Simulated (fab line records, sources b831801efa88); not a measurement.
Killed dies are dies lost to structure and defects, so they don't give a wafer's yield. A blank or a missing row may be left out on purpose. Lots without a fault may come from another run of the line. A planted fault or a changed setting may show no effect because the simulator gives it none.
A struck lot beside a sound one | flow sky130 | 15 steps out of a route of 708
Sound: wafers L520.2, L520.4, L520.5. Struck: wafers L525.1, L525.2, L525.6. The cause comes at the end.
At each step with rows: each side's tool, then ch and its chambers, then its first start. Under that, the readings that differ: sound wafers | struck wafers | difference of the means | sigmas: that difference in standard deviations of wafers without a fault.
alike: readings whose means differ by less than 2 such deviations, and words and numbers that are the same on both sides. not compared: withheld readings, readings that some wafer has no value for, bounds like >300 that may hide the same value, and numbers for which the record gives no deviation and whose values overlap.
The two part at a step that has a row with sigmas, a row that says differs or no value, or rows on one side only. Numbers that don't overlap but have no deviation are shown without sigmas and don't part them. A reading that every wafer of one side lacks parts them only if that side has two wafers or more.

SKY_VT_ADJUST_PCH_TW_MEAS_10:
  sound on film_metro-01, day 13 22:33; struck on film_metro-02, day 15 11:48
  alike: VT_ADJUST_PCH_TW
then, 7 steps without rows for these wafers: SKY_SONOS_TUNNEL_DEHYDRATE_00 (time 60 s); SKY_SONOS_TUNNEL_HMDS_01 (prime time 60 s); SKY_SONOS_TUNNEL_COAT_02 (resist thk 1140 nm); SKY_SONOS_TUNNEL_SOFTBAKE_03 (time 60 s); SKY_SONOS_TUNNEL_EXPOSE_04 (exposes mask TUNM, target cd 410 nm); SKY_SONOS_TUNNEL_PEB_05; SKY_SONOS_TUNNEL_DEVELOP_06 (develop time 60 s).
SKY_SONOS_TUNNEL_CD_MEAS_07: target cd 410 nm.
  sound on cd_sem-02, day 15 00:02; struck on cd_sem-01, day 16 15:01
  reading    | sound             | struck            | difference | sigmas
  cd_nm (nm) | 413.0 415.0 413.9 | 406.2 406.2 408.5 | -7.0       | -3
SKY_SONOS_TUNNEL_OVL_MEAS_08:
  sound on overlay-02, day 15 00:08; struck on overlay-01, day 16 15:08
  alike: SONOS_TUNNEL_OVL
then, 2 steps without rows for these wafers: SKY_SONOS_TUNNEL_IMPLANT_09; SKY_SONOS_TUNNEL_WET_ETCH_10 (etches SiO2 in dHF, target depth 14 nm, time 280 s).
SKY_SONOS_TUNNEL_STRIP_11: strips in SPM, time 600 s.
  sound on wet_bench-03 ch 3, day 15 00:25; struck on wet_bench-01 ch 1, day 16 15:25
  no value came back on the struck wafers for bath_guard_temp_C (C), bath_heat_duty_pct (%), temp_c (C); on the sound wafers bath_guard_temp_C (C) reads 129.6 129.8 129.9
  reading                                           | sound | struck         | difference | sigmas
  model.NOVOLAK_of_SONOS_TUNNEL_COAT_02.thk_nm (nm) | 0 0 0 | 1141 1136 1134 | +1137      |
SKY_SONOS_TUNNEL_TW_MEAS_12:
  sound on film_metro-02, day 15 00:35; struck on film_metro-03, day 16 15:35
  alike: SONOS_TUNNEL_TW
-- the record jumps here: 33 days lie between the struck wafers' starts before and after (it left off in module SONOS_TUNNEL and takes up again in module PAD_OPEN, whose first step shown is number 708 of the route) --
SKY_PAD_OPEN_PROBE_99:
  the record has rows for the struck wafers here (prober-01, day 49 16:29) and none for the sound ones

WHERE THEY PART
First at SKY_SONOS_TUNNEL_CD_MEAS_07; last, within this record, at SKY_PAD_OPEN_PROBE_99.

WHY: what the simulator had put in
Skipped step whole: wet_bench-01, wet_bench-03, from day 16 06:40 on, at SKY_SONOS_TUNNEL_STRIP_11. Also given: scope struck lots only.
